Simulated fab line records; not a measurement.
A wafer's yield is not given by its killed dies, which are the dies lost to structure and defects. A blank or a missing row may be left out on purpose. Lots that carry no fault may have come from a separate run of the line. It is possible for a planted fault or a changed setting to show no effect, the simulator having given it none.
fab line records ; flow sky130
[record] lots = 7; wafers = 20; last-day = 50
route steps=708 shown VIA3@587 METAL4@598 PAD_OPEN@708
lots with no fault: from the same line, run without faults
start-h: hours from the record's first day to the start of the lot's first wafer shown ; wait-h: hours from the lot's prior step to this one ; " the same as in the row above ; L1.1+2: a row that stands for several wafers ; - no value, or no start was given ; * or withheld: withheld ; < > ~ a bound
route shown NAME@n: names a module that has steps shown in the file, with the first one's number in the route ; usual: mean/standard deviation of fault-free wafers ; same: alike in all rows ; chamber/n: place in a boat ; sites: per-site readings ; _std_site: the values' standard deviation ; _edge_site: the outer-site mean with the inner-site mean subtracted ; radius-mm: for every site, how far away it sits from the centre of the wafer ; mask NAME#n: copy n ; behind: tool/chamber where the wafer was last shaped ; hold: why the lot went on hold/how many hours it stayed there/how the hold came to an end ; device: transistor that didn't switch, given as n, p or np ; end of line: the route-end tests of the same wafers ; a step given without rows: its recipe and nothing more ; killed: at the first sort, the dies lost to defects and structure; wafer yield is something else ; map: a wafer's dies, marking killed ones x, the rest . and places with no die _
set.NAME: setting as actually run; set.NAME@STEP: the setting as run at that earlier step ; model.NAME: the simulator's own value behind a step, which no gauge read
lots seen at some steps along the route; tables by step, rows by wafer
services: a tool's chamber out of use, with start hour (start-h, from the record's first day; less than 0 if before it), hours out, and reason
[[steps]]
[step SKY_VIA3_ETCH_14]
[recipe] chemistry = N2/H2; target = BARC; ion-energy-ev = 200; source-w = 500; bias-w = 100; pressure-mtorr = 30; n2-flow-sccm = 100; h2-flow-sccm = 200; stop-on = SiO2; time-s = 45.9; target-depth-a = 600
[usual] drypump-motor-current-A = 5.6/0.45; oes-product-au = 0.854/0.0053; throttle-valve-pct = 13.225/0.0091
lot.wafer;tool;chamber;start-h;wait-h;drypump-motor-current-A;oes-product-au;rf-hours-counter-h;throttle-valve-pct
L598.2;rie-diel-04;2;979.35;0.0;5.9;0.861;26;13.220
L598.3;rie-diel-04;1;979.35;0.0;5.7;0.855;12;13.217
L598.6;rie-diel-04;2;979.35;0.0;5.9;0.860;-;13.222
L597.2;rie-diel-03;3;987.75;0.0;5.6;0.861;3;13.221
L597.3;rie-diel-03;2;987.75;0.0;4.8;0.854;23;13.227
L597.6;rie-diel-03;0;987.75;0.0;5.8;0.859;-;13.216
L600.2;rie-diel-03;0;1003.15;0.0;5.8;0.860;9;13.215
L600.4;rie-diel-03;3;1003.15;0.0;5.6;0.857;-;13.219
L599.2;rie-diel-04;1;1003.91;0.0;5.7;0.856;12;13.228
L599.4;rie-diel-04;0;1003.91;0.0;5.2;0.847;22;13.222
L599.6;rie-diel-04;1;1003.91;0.0;5.7;0.865;-;13.218
L602.1;rie-diel-03;2;1008.25;0.0;4.8;0.858;23;13.219
L602.2;rie-diel-03;0;1008.25;0.0;5.8;0.861;9;13.218
L602.4;rie-diel-03;1;1008.25;0.0;6.2;0.852;10;13.238
L609.1;rie-diel-04;3;1044.65;0.0;5.5;0.852;12;13.231
L609.3;rie-diel-04;0;1044.65;0.0;5.2;0.853;23;13.243
L609.6;rie-diel-04;0;1044.65;0.0;5.2;0.854;-;13.220
L616.3;rie-diel-01;0;1080.51;0.0;6.7;0.858;20;13.228
L616.4;rie-diel-01;3;1080.51;0.0;5.5;0.851;17;13.227
L616.5;rie-diel-01;1;1080.51;0.0;5.3;0.859;-;13.234
[step SKY_VIA3_ETCH_15]
[recipe] target = SiO2; chemistry = C4F8/O2/Ar; target-depth-nm = 507; stop-on = TiN; mask-material = KrF-thick; source-w = 1500; bias-w = 1200; pressure-mtorr = 40; c4f8-flow-sccm = withheld; O2_flow_sccm = 6; Ar_flow_sccm = 300; time-s = 78
[usual] oes-product-au = 0.947/0.0044
lot.wafer;tool;chamber;start-h;wait-h;oes-product-au;rf-hours-counter-h
L598.2;rie-diel-04;2;979.39;0.0;0.944;26
L598.3;rie-diel-04;1;979.39;0.0;0.945;12
L598.6;rie-diel-04;2;979.39;0.0;0.945;-
L597.2;rie-diel-03;3;987.80;0.0;0.942;3
L597.3;rie-diel-03;2;987.80;0.0;0.951;23
L597.6;rie-diel-03;0;987.80;0.0;0.947;-
L600.2;rie-diel-03;0;1003.20;0.0;0.953;9
L600.4;rie-diel-03;3;1003.20;0.0;0.946;-
L599.2;rie-diel-04;1;1003.95;0.0;0.950;12
L599.4;rie-diel-04;0;1003.95;0.0;0.947;22
L599.6;rie-diel-04;1;1003.95;0.0;0.947;-
L602.1;rie-diel-03;2;1008.29;0.0;0.949;23
L602.2;rie-diel-03;0;1008.29;0.0;0.947;9
L602.4;rie-diel-03;1;1008.29;0.0;0.944;10
L609.1;rie-diel-04;3;1044.70;0.0;0.948;12
L609.3;rie-diel-04;0;1044.70;0.0;0.941;23
L609.6;rie-diel-04;0;1044.70;0.0;0.952;-
L616.3;rie-diel-01;0;1080.55;0.0;0.945;20
L616.4;rie-diel-01;3;1080.55;0.0;0.946;17
L616.5;rie-diel-01;1;1080.55;0.0;0.949;-
[step SKY_VIA3_STRIP_16]
[recipe] chemistry = O2/N2; power-w = 1400; pressure-mtorr = 1500; platen-temp-c = withheld; o2-flow-sccm = 3000; n2-flow-sccm = 300; overash-fraction = 0.5
[usual] drypump-motor-current-A = 5.7/0.4; oes-product-au = 0.401/0.0043; strip-time-to-endpoint-s = 4.124/0.026
lot.wafer;tool;chamber;start-h;wait-h;drypump-motor-current-A;oes-product-au;rf-hours-counter-h;strip-time-to-endpoint-s
L598.2;plasma-asher-04;0;979.45;0.0;5.2;0.400;25;4.110
L598.3;plasma-asher-04;1;979.45;0.0;6.0;0.393;-;4.115
L598.6;plasma-asher-04;0;979.45;0.0;5.2;0.399;-;4.087
L597.2;plasma-asher-03;0;987.86;0.0;6.1;0.399;116;4.113
L597.3;plasma-asher-03;0;987.86;0.0;6.1;0.400;-;4.111
L597.6;plasma-asher-03;1;987.86;0.0;5.6;0.400;-;4.117
L600.2;plasma-asher-03;0;1003.26;0.0;6.1;0.400;118;4.104
L600.4;plasma-asher-03;0;1003.26;0.0;6.2;0.404;-;4.114
L599.2;plasma-asher-03;1;1004.01;0.0;5.6;0.407;118;4.163
L599.4;plasma-asher-03;1;1004.01;0.0;5.6;0.404;-;4.154
L599.6;plasma-asher-03;0;1004.01;0.0;6.2;0.395;-;4.155
L602.1;plasma-asher-01;1;1008.35;0.0;6.2;0.395;57;4.108
L602.2;plasma-asher-01;0;1008.35;0.0;5.2;0.396;57;4.114
L602.4;plasma-asher-01;0;1008.35;0.0;5.2;0.394;-;4.105
L609.1;plasma-asher-03;1;1044.76;0.0;5.6;0.402;121;4.160
L609.3;plasma-asher-03;0;1044.76;0.0;6.2;0.400;-;4.104
L609.6;plasma-asher-03;1;1044.76;0.0;5.6;0.390;-;4.105
L616.3;plasma-asher-04;0;1080.65;0.1;5.2;0.400;-;4.093
L616.4;plasma-asher-04;1;1080.65;0.1;6.0;0.397;-;4.109
L616.5;plasma-asher-04;0;1080.65;0.1;5.2;0.402;-;4.143
[step SKY_VIA3_STRIP_17]
[recipe] chemistry = post-etch-residue-remover; time-s = 1200; temp-c = 72.5
[step SKY_VIA3_CLEAN_18]
[recipe] chemistry = IPA; time-s = 180; temp-c = 25
[step SKY_VIA3_CLEAN_19]
[recipe] chemistry = O3/DIW; dry = n2-spin
[step SKY_VIA3_SPUTTER_20]
[recipe] material = TiN; target-thk-nm = 20; chamber-pressure-pa = 5; power-w = 4000; time-s = 80
[usual] throttle-valve-pct = 30.2/0.67
lot.wafer;tool;chamber;start-h;wait-h;throttle-valve-pct
L598.2;pvd-sputter-01;-;980.05;0.0;29.9
L598.3;pvd-sputter-01;-;980.05;0.0;28.7
L598.6;pvd-sputter-01;-;980.05;0.0;28.5
L597.2;pvd-sputter-04;-;988.45;0.0;29.7
L597.3;pvd-sputter-04;-;988.45;0.0;30.1
L597.6;pvd-sputter-04;-;988.45;0.0;29.8
L600.2;pvd-sputter-02;-;1003.85;0.0;29.9
L600.4;pvd-sputter-02;-;1003.85;0.0;30.9
L599.2;pvd-sputter-04;-;1004.60;0.0;30.5
L599.4;pvd-sputter-04;-;1004.60;0.0;29.8
L599.6;pvd-sputter-04;-;1004.60;0.0;30.0
L602.1;pvd-sputter-02;-;1008.94;0.0;30.8
L602.2;pvd-sputter-02;-;1008.94;0.0;31.8
L602.4;pvd-sputter-02;-;1008.94;0.0;31.4
L609.1;pvd-sputter-04;-;1045.35;0.0;30.3
L609.3;pvd-sputter-04;-;1045.35;0.0;29.6
L609.6;pvd-sputter-04;-;1045.35;0.0;29.8
L616.3;pvd-sputter-04;-;1081.30;0.0;30.4
L616.4;pvd-sputter-04;-;1081.30;0.0;30.2
L616.5;pvd-sputter-04;-;1081.30;0.0;30.2
[step SKY_VIA3_CVD_21]
[recipe] material = W; target-thk-nm = 390; time-s = 117.31; temp-c = 400; pressure-torr = 40
[step SKY_VIA3_RS_MEAS_22]
[recipe] thk-meas-gauge = four-point-probe; reads = W_of_VIA3_CVD_21+TiN_of_VIA3_SPUTTER_20
[usual] VIA3_W_RS = 0.2931/0.0026
lot.wafer;tool;chamber;start-h;wait-h;VIA3_W_RS[ohm/sq]
L598.2;film-metro-03;-;980.26;0.1;0.2921
L598.3;film-metro-03;-;980.26;0.1;0.2920
L598.6;film-metro-03;-;980.26;0.1;0.2907
L597.2;film-metro-01;-;988.65;0.1;0.2931
L597.3;film-metro-01;-;988.65;0.1;0.2884
L597.6;film-metro-01;-;988.65;0.1;0.2941
L600.2;film-metro-01;-;1004.05;0.1;0.2912
L600.4;film-metro-01;-;1004.05;0.1;0.2932
L599.2;film-metro-01;-;1004.81;0.1;0.2948
L599.4;film-metro-01;-;1004.81;0.1;0.2929
L599.6;film-metro-01;-;1004.81;0.1;0.2976
L602.1;film-metro-02;-;1009.13;0.1;0.2937
L602.2;film-metro-02;-;1009.13;0.1;0.2940
L602.4;film-metro-02;-;1009.13;0.1;0.2943
L609.1;film-metro-03;-;1045.53;0.1;0.2948
L609.3;film-metro-03;-;1045.53;0.1;0.2897
L609.6;film-metro-03;-;1045.53;0.1;0.2923
L616.3;film-metro-03;-;1081.53;0.1;0.2949
L616.4;film-metro-03;-;1081.53;0.1;0.2912
L616.5;film-metro-03;-;1081.53;0.1;0.2959
[step SKY_VIA3_THK_MEAS_23]
[recipe] thk-meas-gauge = xrf; reads = W_of_VIA3_CVD_21
[usual] VIA3_W_THK = 399/4.3
lot.wafer;tool;chamber;start-h;wait-h;VIA3_W_THK[nm]
L598.2;film-metro-03;-;980.37;0.1;402
L598.3;film-metro-03;-;980.37;0.1;405
L598.6;film-metro-03;-;980.37;0.1;406
L597.2;film-metro-01;-;988.76;0.1;400
L597.3;film-metro-01;-;988.76;0.1;406
L597.6;film-metro-01;-;988.76;0.1;400
L600.2;film-metro-01;-;1004.16;0.1;404
L600.4;film-metro-01;-;1004.16;0.1;398
L599.2;film-metro-01;-;1004.92;0.1;398
L599.4;film-metro-01;-;1004.92;0.1;400
L599.6;film-metro-01;-;1004.92;0.1;392
L602.1;film-metro-02;-;1009.25;0.1;391
L602.2;film-metro-02;-;1009.25;0.1;392
L602.4;film-metro-02;-;1009.25;0.1;394
L609.1;film-metro-03;-;1045.65;0.1;395
L609.3;film-metro-03;-;1045.65;0.1;404
L609.6;film-metro-03;-;1045.65;0.1;401
L616.3;film-metro-03;-;1081.63;0.1;398
L616.4;film-metro-03;-;1081.63;0.1;403
L616.5;film-metro-03;-;1081.63;0.1;400
[step SKY_VIA3_CMP_24]
[recipe] stop-on = SiO2; t-overpolish-s = 20; down-force-psi = 3.5; platen-rpm = 60; target-thk-nm = 0; pad-velocity-m-s = 0.94248
[step SKY_METAL4_SPUTTER_00]
[recipe] material = Ti; target-thk-nm = 15; power-w = 3000; time-s = 10; chamber-pressure-pa = 0.4
[step SKY_METAL4_SPUTTER_01]
[recipe] material = TiN; target-thk-nm = 20; power-w = 6500; time-s = 16.7; chamber-pressure-pa = 0.4
[usual] throttle-valve-pct = 30.2/0.82
lot.wafer;tool;chamber;start-h;wait-h;throttle-valve-pct;model.TiN_of_METAL4_SPUTTER_01.thk-nm
L598.2;pvd-sputter-03;-;980.74;0.0;29.4;20.13
L598.3;pvd-sputter-03;-;980.74;0.0;30.7;20.21
L598.6;pvd-sputter-03;-;980.74;0.0;29.4;20.18
L597.2;pvd-sputter-03;-;989.13;0.0;30.4;14.37
L597.3;pvd-sputter-03;-;989.13;0.0;29.3;20.3
L597.6;pvd-sputter-03;-;989.13;0.0;31.2;20.12
L600.2;pvd-sputter-03;-;1004.53;0.0;30.6;13.83
L600.4;pvd-sputter-03;-;1004.53;0.0;30.0;13.93
L599.2;pvd-sputter-03;-;1005.29;0.0;30.3;13.91
L599.4;pvd-sputter-03;-;1005.29;0.0;29.5;13.82
L599.6;pvd-sputter-03;-;1005.29;0.0;30.1;19.95
L602.1;pvd-sputter-01;-;1009.63;0.0;29.1;20.12
L602.2;pvd-sputter-01;-;1009.63;0.0;30.0;20.06
L602.4;pvd-sputter-01;-;1009.63;0.0;30.0;20.01
L609.1;pvd-sputter-02;-;1046.03;0.0;30.9;20.17
L609.3;pvd-sputter-02;-;1046.03;0.0;29.7;20.19
L609.6;pvd-sputter-02;-;1046.03;0.0;31.9;20.08
L616.3;pvd-sputter-02;-;1081.99;0.0;30.4;20.4
L616.4;pvd-sputter-02;-;1081.99;0.0;30.0;20.46
L616.5;pvd-sputter-02;-;1081.99;0.0;31.5;20.25
[step SKY_METAL4_SPUTTER_02]
[recipe] material = AlCu; target-thk-nm = 735; power-w = 10600; time-s = 39.1; chamber-pressure-pa = 0.4
[usual] throttle-valve-pct = 30.2/0.8
lot.wafer;tool;chamber;start-h;wait-h;throttle-valve-pct
L598.2;pvd-sputter-03;-;980.77;0.0;29.5
L598.3;pvd-sputter-03;-;980.77;0.0;30.6
L598.6;pvd-sputter-03;-;980.77;0.0;29.2
L597.2;pvd-sputter-03;-;989.16;0.0;30.7
L597.3;pvd-sputter-03;-;989.16;0.0;29.5
L597.6;pvd-sputter-03;-;989.16;0.0;30.8
L600.2;pvd-sputter-03;-;1004.56;0.0;30.1
L600.4;pvd-sputter-03;-;1004.56;0.0;30.1
L599.2;pvd-sputter-03;-;1005.32;0.0;29.9
L599.4;pvd-sputter-03;-;1005.32;0.0;29.3
L599.6;pvd-sputter-03;-;1005.32;0.0;30.1
L602.1;pvd-sputter-01;-;1009.66;0.0;28.7
L602.2;pvd-sputter-01;-;1009.66;0.0;29.9
L602.4;pvd-sputter-01;-;1009.66;0.0;30.0
L609.1;pvd-sputter-02;-;1046.06;0.0;30.8
L609.3;pvd-sputter-02;-;1046.06;0.0;29.5
L609.6;pvd-sputter-02;-;1046.06;0.0;31.8
L616.3;pvd-sputter-02;-;1082.01;0.0;30.5
L616.4;pvd-sputter-02;-;1082.01;0.0;29.9
L616.5;pvd-sputter-02;-;1082.01;0.0;31.4
[step SKY_PAD_OPEN_PROBE_99]
[usual] defect-limited-yield = 82.3/1.8; killed_at_M0_to_M3 = 44/6.9; killed_at_M4_up = 3.3/1.7; killed-at-contacts = 24/5.5; killed-at-front-end = 16/4.5; killed-at-other = 0.2/0.46; killed-dies = 87/9.1; killed-open = 48/7.3; killed-short = 39/6.2; sort_bin_3_pad_short = 0.9/0.4; sort_bin_5_function = 10.4/1.5; sort_bin_6_memory = 6.4/1.2; sort-n-pass = 405/9.1; sort-yield-pct = 82.3/1.8
[same] gross-dies = 492; killed-at-back-side = 0; sort_bin_4_leakage[%] = 0; sort_bin_8_speed[%] = 0
lot.wafer;tool;chamber;start-h;wait-h;defect-limited-yield[%];killed_at_M0_to_M3;killed_at_M4_up;killed-at-contacts;killed-at-front-end;killed-at-other;killed-dies;killed-open;killed-short;sort_bin_3_pad_short[%];sort_bin_5_function[%];sort_bin_6_memory[%];sort-n-pass;sort-yield-pct[%]
L600.2;prober-01;-;1140.21;0.1;84.8;32;3;22;17;1;75;40;35;0.8;8.3;6.1;417;84.8
L600.4;prober-01;-;1140.31;0.2;86.0;39;4;19;7;0;69;39;30;0.6;7.5;5.9;423;86.0
// killed by level:class
L600.2 LI_CONTACT:geometric-particle:open=6 CONTACT:geometric-particle:short=5 CONTACT:geometric-particle:open=5 VIA2:geometric-particle:open=5 FIELD_ISO:geometric-particle:open=4 LOCAL_INTERCONNECT:geometric-particle:short=4 METAL1:geometric-particle:short=4 VIA3:geometric-particle:open=4
L600.4 VIA2:geometric-particle:open=11 METAL2:geometric-particle:short=6 VIA1:geometric-particle:open=6 VIA3:geometric-particle:open=6 LI_CONTACT:geometric-particle:open=5 LOCAL_INTERCONNECT:geometric-particle:short=5 CONTACT:geometric-particle:open=5 METAL3:geometric-particle:short=4
[[services]]
tool;chamber;start-h;hours;kind
rie-diel-01;0;958.66;5.5;repair
pvd-sputter-01;-;989.38;2.5;repair
rie-diel-03;2;997.11;8.1;repair
pvd-sputter-03;3;1005.42;-;consumable-replace:kit
pvd-sputter-03;3;1005.42;18.0;scheduled-down
pvd-sputter-03;3;1005.42;18.0;vent-cycle
pvd-sputter-02;-;1006.46;2.3;repair
rie-diel-01;0;1019.76;6.4;repair
rie-diel-01;0;1045.40;2.2;repair
pvd-sputter-04;1;1049.75;-;consumable-replace:kit
pvd-sputter-04;1;1049.75;18.0;scheduled-down
pvd-sputter-04;1;1049.75;18.0;vent-cycle
plasma-asher-03;-;1050.78;12.1;pm
pvd-sputter-01;-;1050.80;14.9;repair
pvd-sputter-03;-;1058.12;2.1;repair
pvd-sputter-02;3;1059.99;-;consumable-replace:kit
pvd-sputter-02;3;1059.99;18.0;scheduled-down
pvd-sputter-02;3;1059.99;18.0;vent-cycle
rie-diel-01;3;1061.44;2.4;repair
plasma-asher-03;-;1062.88;9.0;pm
plasma-asher-03;0;1062.88;9.0;vent-cycle
plasma-asher-03;1;1062.88;9.0;vent-cycle
plasma-asher-03;0;1071.88;-;clean
rie-diel-01;-;1075.21;5.2;repair
[[key]]
first-sign none at tools or gauges
[model-effect] step = SKY_METAL4_SPUTTER_01; value = TiN_of_METAL4_SPUTTER_01.thk-nm; without = 19.97; struck = 13.97
met-at SKY_METAL4_SPUTTER_01
struck-wafers L597.2,L599.2,L599.4,L600.2,L600.4
onset-between 980.74 989.13
[fault] kind = process-parameter-drift; tool = pvd-sputter-03; chamber = -; onset-h = 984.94; steps = SKY_METAL4_SPUTTER_01; channel = target-thk-nm; offset = -6.0029; shape = step; end-h = 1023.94; scope = struck-wafers-only; acts-in = these-recipes-only; stated = 20
